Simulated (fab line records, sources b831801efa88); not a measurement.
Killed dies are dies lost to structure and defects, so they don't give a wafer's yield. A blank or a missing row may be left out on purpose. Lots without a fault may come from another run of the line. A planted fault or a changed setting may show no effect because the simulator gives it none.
Which tool did it? | flow sky130 | 6 lots, 18 wafers sampled, at 2 steps of a route of 708

WHAT THE GAUGES READ, wafer by wafer
SKY_NWELL_RS_MEAS_29: measures by four-point-probe.
lot  | measured    | on            | NWELL_RS (ohm/sq)
L540 | day 5 16:46 | film_metro-03 | 626.6 625.6 625.9
L543 | day 6 14:13 | film_metro-03 | 624.0 624.9 626.2
L546 | day 7 06:30 | film_metro-02 | 624.9 624.3 626.0
L548 | day 8 00:23 | film_metro-02 | 622.1 622.7 622.1
L550 | day 8 10:57 | film_metro-02 | 622.4 623.4 623.2
L554 | day 9 10:10 | film_metro-04 | 647.4 646.0 646.5

WHICH TOOL RAN EACH LOT (tool, then ch and the chambers of the sampled wafers, then the start)
lot  | SKY_NWELL_IMPLANT_11
L540 | implanter-02 ch 0, day 4 22:01
L543 | implanter-02 ch 0, day 5 18:01
L546 | implanter-02 ch 0, day 6 10:38
L548 | implanter-02 ch 0, day 7 03:40
L550 | implanter-04 ch 0, day 7 12:27
L554 | implanter-04 ch 0, day 8 11:55
- SKY_NWELL_IMPLANT_11

THE ANSWER, worked out from the rows above alone
Rule: what is usual is taken from the lots themselves. Put in order of their means at a reading, lots are off if they are a third of the lots or fewer, leave a main group of 4 or more, and stand apart from it by a gap of 3 or more times the standard deviation of the main group's means; of several such gaps the widest counts. A main group whose means are all the same, to the digits that the tables above print for the reading, isn't used. A lot without any number at a reading at which 4 lots or more have one is off too. The other lots that the step has rows for count as sound.
Off: L554, at SKY_NWELL_RS_MEAS_29 (NWELL_RS). The main group: mean 624.3 ohm/sq, standard deviation 1.4.
A tool fits if, at a process step before that reading, it ran every lot that is off, and no sound lot after the first of them. The gauges at SKY_NWELL_RS_MEAS_29 are tried like those tools. Can't be told from this: 2 tools fit, implanter-04 at SKY_NWELL_IMPLANT_11, film_metro-04 at SKY_NWELL_RS_MEAS_29.

WHAT THE SIMULATOR HAD PUT IN
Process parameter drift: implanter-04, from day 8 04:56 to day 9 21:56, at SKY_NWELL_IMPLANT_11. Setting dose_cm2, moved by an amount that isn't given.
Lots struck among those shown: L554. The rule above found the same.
